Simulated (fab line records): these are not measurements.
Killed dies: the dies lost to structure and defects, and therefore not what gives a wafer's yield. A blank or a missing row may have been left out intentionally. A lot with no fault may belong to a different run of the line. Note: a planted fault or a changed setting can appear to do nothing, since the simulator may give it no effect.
Which tool was responsible? || flow gf180mcu || Sampling: 12 lots, 36 wafers, 6 of 602 route steps

== WHAT THE GAUGES READ, wafer by wafer ==
GF_DUAL_GATE_OVL_MEAS_11. Usual: DUAL_GATE_OVL 0.7 nm, standard deviation 1.3.
{"lot": "L105", "measured": "day 8 13:19", "on": "overlay-01", "DUAL_GATE_OVL (nm)": "0.9 2.1 0.6", "flag": ""}
{"lot": "L107", "measured": "day 9 09:54", "on": "overlay-01", "DUAL_GATE_OVL (nm)": "-0.6 1.3 -1.8", "flag": ""}
{"lot": "L108", "measured": "day 9 19:40", "on": "overlay-01", "DUAL_GATE_OVL (nm)": "2.0 -2.1 -0.2", "flag": ""}
{"lot": "L109", "measured": "day 9 21:39", "on": "overlay-01", "DUAL_GATE_OVL (nm)": "0.6 0.5 0.9", "flag": ""}
{"lot": "L110", "measured": "day 10 02:10", "on": "overlay-01", "DUAL_GATE_OVL (nm)": "2.0 0.5 1.9", "flag": ""}
{"lot": "L111", "measured": "day 10 13:15", "on": "overlay-01", "DUAL_GATE_OVL (nm)": "3.1 1.7 0.4", "flag": ""}
{"lot": "L113", "measured": "day 11 02:38", "on": "overlay-02", "DUAL_GATE_OVL (nm)": "2.4 1.4 3.1", "flag": ""}
{"lot": "L119", "measured": "day 12 15:55", "on": "overlay-02", "DUAL_GATE_OVL (nm)": "-1.5 1.5 -0.5", "flag": ""}
{"lot": "L120", "measured": "day 13 01:28", "on": "overlay-01", "DUAL_GATE_OVL (nm)": "0.6 1.2 -1.2", "flag": ""}
{"lot": "L123", "measured": "day 13 21:10", "on": "overlay-02", "DUAL_GATE_OVL (nm)": "-2.8 -1.4 -0.3", "flag": ""}
{"lot": "L124", "measured": "day 14 04:09", "on": "overlay-02", "DUAL_GATE_OVL (nm)": "1.1 1.1 1.0", "flag": ""}
{"lot": "L127", "measured": "day 15 05:01", "on": "overlay-01", "DUAL_GATE_OVL (nm)": "1.4 2.5 1.2", "flag": ""}

GF_POLY_GATE_THK_MEAS_17. Usual: POLY_GATE_OXIDATION_THK 3.96 nm, standard deviation 0.079.
{"lot": "L105", "measured": "day 9 12:37", "on": "film_metro-03", "POLY_GATE_OXIDATION_THK (nm)": "3.95 3.95 3.96", "flag": ""}
{"lot": "L107", "measured": "day 10 09:41", "on": "film_metro-04", "POLY_GATE_OXIDATION_THK (nm)": "4.07 4.00 4.02", "flag": ""}
{"lot": "L108", "measured": "day 10 19:35", "on": "film_metro-04", "POLY_GATE_OXIDATION_THK (nm)": "3.92 3.85 3.87", "flag": ""}
{"lot": "L109", "measured": "day 10 20:50", "on": "film_metro-04", "POLY_GATE_OXIDATION_THK (nm)": "3.96 3.93 3.88", "flag": ""}
{"lot": "L110", "measured": "day 11 00:55", "on": "film_metro-04", "POLY_GATE_OXIDATION_THK (nm)": "3.87 3.97 3.87", "flag": ""}
{"lot": "L111", "measured": "day 11 13:23", "on": "film_metro-02", "POLY_GATE_OXIDATION_THK (nm)": "4.06 4.01 4.04", "flag": ""}
{"lot": "L113", "measured": "day 12 04:28", "on": "film_metro-04", "POLY_GATE_OXIDATION_THK (nm)": "3.95 3.95 3.99", "flag": ""}
{"lot": "L119", "measured": "day 13 20:16", "on": "film_metro-02", "POLY_GATE_OXIDATION_THK (nm)": "3.83 3.80 3.87", "flag": ""}
{"lot": "L120", "measured": "day 14 02:28", "on": "film_metro-04", "POLY_GATE_OXIDATION_THK (nm)": "3.87 4.01 3.96", "flag": ""}
{"lot": "L123", "measured": "day 14 23:20", "on": "film_metro-03", "POLY_GATE_OXIDATION_THK (nm)": "3.98 4.06 3.94", "flag": ""}
{"lot": "L124", "measured": "day 15 06:56", "on": "film_metro-04", "POLY_GATE_OXIDATION_THK (nm)": "4.03 4.13 4.03", "flag": ""}
{"lot": "L127", "measured": "day 16 08:17", "on": "film_metro-02", "POLY_GATE_OXIDATION_THK (nm)": "3.88 3.87 3.86", "flag": ""}

GF_HV_LDD_TW_MEAS_11. Usual: HV_LDD_TW 2430, standard deviation 18.
{"lot": "L105", "measured": "day 10 06:52", "on": "film_metro-03", "HV_LDD_TW": "2439 2438 2437", "flag": ""}
{"lot": "L107", "measured": "day 11 04:37", "on": "film_metro-02", "HV_LDD_TW": "2411 2421 2413", "flag": ""}
{"lot": "L108", "measured": "day 11 14:50", "on": "film_metro-01", "HV_LDD_TW": "2446 2451 2438", "flag": ""}
{"lot": "L109", "measured": "day 11 15:25", "on": "film_metro-02", "HV_LDD_TW": "2406 2416 2411", "flag": ""}
{"lot": "L110", "measured": "day 11 20:03", "on": "film_metro-03", "HV_LDD_TW": "2431 2435 2433", "flag": ""}
{"lot": "L111", "measured": "day 12 08:14", "on": "film_metro-03", "HV_LDD_TW": "2432 2438 2428", "flag": ""}
{"lot": "L113", "measured": "day 12 23:55", "on": "film_metro-02", "HV_LDD_TW": "2409 2411 2395", "flag": ""}
{"lot": "L119", "measured": "day 14 17:12", "on": "film_metro-03", "HV_LDD_TW": "1811 1815 1811", "flag": "OFF"}
{"lot": "L120", "measured": "day 15 00:09", "on": "film_metro-02", "HV_LDD_TW": "1777 1773 1770", "flag": "OFF"}
{"lot": "L123", "measured": "day 15 21:17", "on": "film_metro-02", "HV_LDD_TW": "2396 2401 2412", "flag": ""}
{"lot": "L124", "measured": "day 16 04:27", "on": "film_metro-02", "HV_LDD_TW": "2407 2402 2393", "flag": ""}
{"lot": "L127", "measured": "day 17 07:06", "on": "film_metro-02", "HV_LDD_TW": "2415 2415 2412", "flag": ""}

GF_HV_LDD_RS_MEAS_53: the measuring method here is four-point-probe. Usual: HV_LDD_RS 418.3 ohm/sq, standard deviation 0.9.
{"lot": "L105", "measured": "day 12 16:07", "on": "film_metro-01", "HV_LDD_RS (ohm/sq)": "420.4 419.3 419.5", "flag": ""}
{"lot": "L107", "measured": "day 13 16:07", "on": "film_metro-03", "HV_LDD_RS (ohm/sq)": "418.6 418.8 418.0", "flag": ""}
{"lot": "L108", "measured": "day 14 02:19", "on": "film_metro-02", "HV_LDD_RS (ohm/sq)": "417.2 417.0 416.5", "flag": ""}
{"lot": "L109", "measured": "day 14 05:25", "on": "film_metro-01", "HV_LDD_RS (ohm/sq)": "420.2 418.9 418.3", "flag": ""}
{"lot": "L110", "measured": "day 14 10:02", "on": "film_metro-02", "HV_LDD_RS (ohm/sq)": "418.9 419.1 418.8", "flag": ""}
{"lot": "L111", "measured": "day 14 22:47", "on": "film_metro-03", "HV_LDD_RS (ohm/sq)": "417.9 416.2 415.5", "flag": ""}
{"lot": "L113", "measured": "day 15 16:14", "on": "film_metro-02", "HV_LDD_RS (ohm/sq)": "418.3 418.4 418.1", "flag": ""}
{"lot": "L119", "measured": "day 17 13:51", "on": "film_metro-03", "HV_LDD_RS (ohm/sq)": "603.6 599.1 601.9", "flag": "OFF"}
{"lot": "L120", "measured": "day 17 20:58", "on": "film_metro-02", "HV_LDD_RS (ohm/sq)": "603.0 602.9 603.9", "flag": "OFF"}
{"lot": "L123", "measured": "day 18 19:50", "on": "film_metro-01", "HV_LDD_RS (ohm/sq)": "417.8 418.2 417.5", "flag": ""}
{"lot": "L124", "measured": "day 19 02:35", "on": "film_metro-03", "HV_LDD_RS (ohm/sq)": "417.7 419.2 418.7", "flag": ""}
{"lot": "L127", "measured": "day 20 08:07", "on": "film_metro-03", "HV_LDD_RS (ohm/sq)": "417.9 419.6 418.7", "flag": ""}

== WHAT TOOL EACH LOT RAN ON (gives the tool, then ch and the chambers of the sampled wafers, and finally the start) ==
{"lot": "L105", "GF_HV_LDD_IMPLANT_09": "implanter-04 ch 0, day 10 06:39", "GF_HV_LDD_STRIP_10": "plasma_asher-01 ch 0,1, day 10 06:47"}
{"lot": "L107", "GF_HV_LDD_IMPLANT_09": "implanter-01 ch 0, day 11 04:22", "GF_HV_LDD_STRIP_10": "plasma_asher-03 ch 0,1, day 11 04:31"}
{"lot": "L108", "GF_HV_LDD_IMPLANT_09": "implanter-04 ch 0, day 11 14:36", "GF_HV_LDD_STRIP_10": "plasma_asher-03 ch 0,1, day 11 14:43"}
{"lot": "L109", "GF_HV_LDD_IMPLANT_09": "implanter-03 ch 0, day 11 15:10", "GF_HV_LDD_STRIP_10": "plasma_asher-01 ch 0,1, day 11 15:19"}
{"lot": "L110", "GF_HV_LDD_IMPLANT_09": "implanter-04 ch 0, day 11 19:48", "GF_HV_LDD_STRIP_10": "plasma_asher-03 ch 0,1, day 11 19:57"}
{"lot": "L111", "GF_HV_LDD_IMPLANT_09": "implanter-03 ch 0, day 12 07:59", "GF_HV_LDD_STRIP_10": "plasma_asher-02 ch 0,1, day 12 08:08"}
{"lot": "L113", "GF_HV_LDD_IMPLANT_09": "implanter-01 ch 0, day 12 23:43", "GF_HV_LDD_STRIP_10": "plasma_asher-01 ch 0,1, day 12 23:49"}
{"lot": "L119", "GF_HV_LDD_IMPLANT_09": "implanter-03 ch 0, day 14 16:58", "GF_HV_LDD_STRIP_10": "plasma_asher-02 ch 0,1, day 14 17:05"}
{"lot": "L120", "GF_HV_LDD_IMPLANT_09": "implanter-03 ch 0, day 14 23:54", "GF_HV_LDD_STRIP_10": "plasma_asher-01 ch 0,1, day 15 00:03"}
{"lot": "L123", "GF_HV_LDD_IMPLANT_09": "implanter-04 ch 0, day 15 21:03", "GF_HV_LDD_STRIP_10": "plasma_asher-03 ch 0,1, day 15 21:10"}
{"lot": "L124", "GF_HV_LDD_IMPLANT_09": "implanter-01 ch 0, day 16 04:13", "GF_HV_LDD_STRIP_10": "plasma_asher-03 ch 0,1, day 16 04:20"}
{"lot": "L127", "GF_HV_LDD_IMPLANT_09": "implanter-03 ch 0, day 17 06:51", "GF_HV_LDD_STRIP_10": "plasma_asher-01 ch 0,1, day 17 07:00"}
- GF_HV_LDD_IMPLANT_09
- GF_HV_LDD_STRIP_10: strips in O2/N2.

== AS READ BY THE TOOLS THEMSELVES (means over the sampled wafers that have a number; for cases with no such wafer, the mark the record gives instead) ==
GF_HV_LDD_IMPLANT_09. Usual: dose_ions_cm2 1e+14, standard deviation 1.1e+11; faraday_current_uA 563, standard deviation 12.
{"lot": "L105", "tool": "implanter-04", "dose_ions_cm2": 1e+14, "faraday_current_uA": 566, "flag": ""}
{"lot": "L107", "tool": "implanter-01", "dose_ions_cm2": 1e+14, "faraday_current_uA": 569, "flag": ""}
{"lot": "L108", "tool": "implanter-04", "dose_ions_cm2": 1e+14, "faraday_current_uA": 587, "flag": ""}
{"lot": "L109", "tool": "implanter-03", "dose_ions_cm2": 1e+14, "faraday_current_uA": 559, "flag": ""}
{"lot": "L110", "tool": "implanter-04", "dose_ions_cm2": 1e+14, "faraday_current_uA": 566, "flag": ""}
{"lot": "L111", "tool": "implanter-03", "dose_ions_cm2": 1e+14, "faraday_current_uA": 557, "flag": ""}
{"lot": "L113", "tool": "implanter-01", "dose_ions_cm2": 1e+14, "faraday_current_uA": 565, "flag": ""}
{"lot": "L119", "tool": "implanter-03", "dose_ions_cm2": 3e+13, "faraday_current_uA": 198, "flag": "OFF"}
{"lot": "L120", "tool": "implanter-03", "dose_ions_cm2": 3e+13, "faraday_current_uA": 193, "flag": "OFF"}
{"lot": "L123", "tool": "implanter-04", "dose_ions_cm2": 1e+14, "faraday_current_uA": 558, "flag": ""}
{"lot": "L124", "tool": "implanter-01", "dose_ions_cm2": 1e+14, "faraday_current_uA": 561, "flag": ""}
{"lot": "L127", "tool": "implanter-03", "dose_ions_cm2": 1e+14, "faraday_current_uA": 560, "flag": ""}

GF_HV_LDD_STRIP_10. Usual: drypump_motor_current_A 6.0 A, standard deviation 0.49; heater_power_w 321 W, standard deviation 31; n2_flow_sccm 300.0 sccm, standard deviation 0.88; oes_product_au 0.716 a.u., standard deviation 0.0045; strip_time_to_endpoint_s 12.60 s, standard deviation 0.035.
{"lot": "L105", "tool": "plasma_asher-01", "drypump_motor_current_A (A)": 6.0, "heater_power_w (W)": 317, "n2_flow_sccm (sccm)": 300.1, "oes_product_au (a.u.)": 0.715, "strip_time_to_endpoint_s (s)": 12.61, "flag": ""}
{"lot": "L107", "tool": "plasma_asher-03", "drypump_motor_current_A (A)": 6.0, "heater_power_w (W)": 309, "n2_flow_sccm (sccm)": 299.7, "oes_product_au (a.u.)": 0.718, "strip_time_to_endpoint_s (s)": 12.61, "flag": ""}
{"lot": "L108", "tool": "plasma_asher-03", "drypump_motor_current_A (A)": 5.9, "heater_power_w (W)": 302, "n2_flow_sccm (sccm)": 299.5, "oes_product_au (a.u.)": 0.715, "strip_time_to_endpoint_s (s)": 12.59, "flag": ""}
{"lot": "L109", "tool": "plasma_asher-01", "drypump_motor_current_A (A)": 6.1, "heater_power_w (W)": 315, "n2_flow_sccm (sccm)": 300.7, "oes_product_au (a.u.)": 0.722, "strip_time_to_endpoint_s (s)": 12.56, "flag": ""}
{"lot": "L110", "tool": "plasma_asher-03", "drypump_motor_current_A (A)": 5.9, "heater_power_w (W)": 293, "n2_flow_sccm (sccm)": 300.0, "oes_product_au (a.u.)": 0.713, "strip_time_to_endpoint_s (s)": 12.61, "flag": ""}
{"lot": "L111", "tool": "plasma_asher-02", "drypump_motor_current_A (A)": 5.7, "heater_power_w (W)": 342, "n2_flow_sccm (sccm)": 299.9, "oes_product_au (a.u.)": 0.717, "strip_time_to_endpoint_s (s)": 12.63, "flag": ""}
{"lot": "L113", "tool": "plasma_asher-01", "drypump_motor_current_A (A)": 6.1, "heater_power_w (W)": 311, "n2_flow_sccm (sccm)": 299.2, "oes_product_au (a.u.)": 0.713, "strip_time_to_endpoint_s (s)": 12.64, "flag": ""}
{"lot": "L119", "tool": "plasma_asher-02", "drypump_motor_current_A (A)": 5.5, "heater_power_w (W)": 356, "n2_flow_sccm (sccm)": 300.3, "oes_product_au (a.u.)": 0.713, "strip_time_to_endpoint_s (s)": 12.61, "flag": ""}
{"lot": "L120", "tool": "plasma_asher-01", "drypump_motor_current_A (A)": 6.1, "heater_power_w (W)": 310, "n2_flow_sccm (sccm)": 299.5, "oes_product_au (a.u.)": 0.717, "strip_time_to_endpoint_s (s)": 12.58, "flag": ""}
{"lot": "L123", "tool": "plasma_asher-03", "drypump_motor_current_A (A)": 6.0, "heater_power_w (W)": 306, "n2_flow_sccm (sccm)": 300.0, "oes_product_au (a.u.)": 0.715, "strip_time_to_endpoint_s (s)": 12.56, "flag": ""}
{"lot": "L124", "tool": "plasma_asher-03", "drypump_motor_current_A (A)": 5.9, "heater_power_w (W)": 296, "n2_flow_sccm (sccm)": 301.2, "oes_product_au (a.u.)": 0.719, "strip_time_to_endpoint_s (s)": 12.66, "flag": ""}
{"lot": "L127", "tool": "plasma_asher-01", "drypump_motor_current_A (A)": 6.4, "heater_power_w (W)": 335, "n2_flow_sccm (sccm)": 299.8, "oes_product_au (a.u.)": 0.712, "strip_time_to_endpoint_s (s)": 12.59, "flag": ""}

== THE ANSWER, worked out from the rows above alone ==
Rule: lot off if the mean of its wafers having a number is beyond 3 standard deviations from the usual mean. A lot without any number at a reading at which 4 lots or more have one is off too. All remaining lots with rows at the step are treated as sound. First the gauges in route order, then the tools' own readings, where a lot's mean is used as printed above. At the first step where some lot is off, the reading lying furthest off is the one used; lots without a number count as furthest.
Off: L119, L120, seen at GF_HV_LDD_TW_MEAS_11 (HV_LDD_TW).
If a tool, at a process step before that reading, ran all the lots that are off and no sound lot after the first of them, it fits. The gauges at GF_HV_LDD_TW_MEAS_11 aren't tried: what is off there is off at GF_HV_LDD_IMPLANT_09 too, on other tools, and a gauge's error can't cause that. Not one of the candidates tried fits.

== WHAT THE SIMULATOR HAD INSERTED ==
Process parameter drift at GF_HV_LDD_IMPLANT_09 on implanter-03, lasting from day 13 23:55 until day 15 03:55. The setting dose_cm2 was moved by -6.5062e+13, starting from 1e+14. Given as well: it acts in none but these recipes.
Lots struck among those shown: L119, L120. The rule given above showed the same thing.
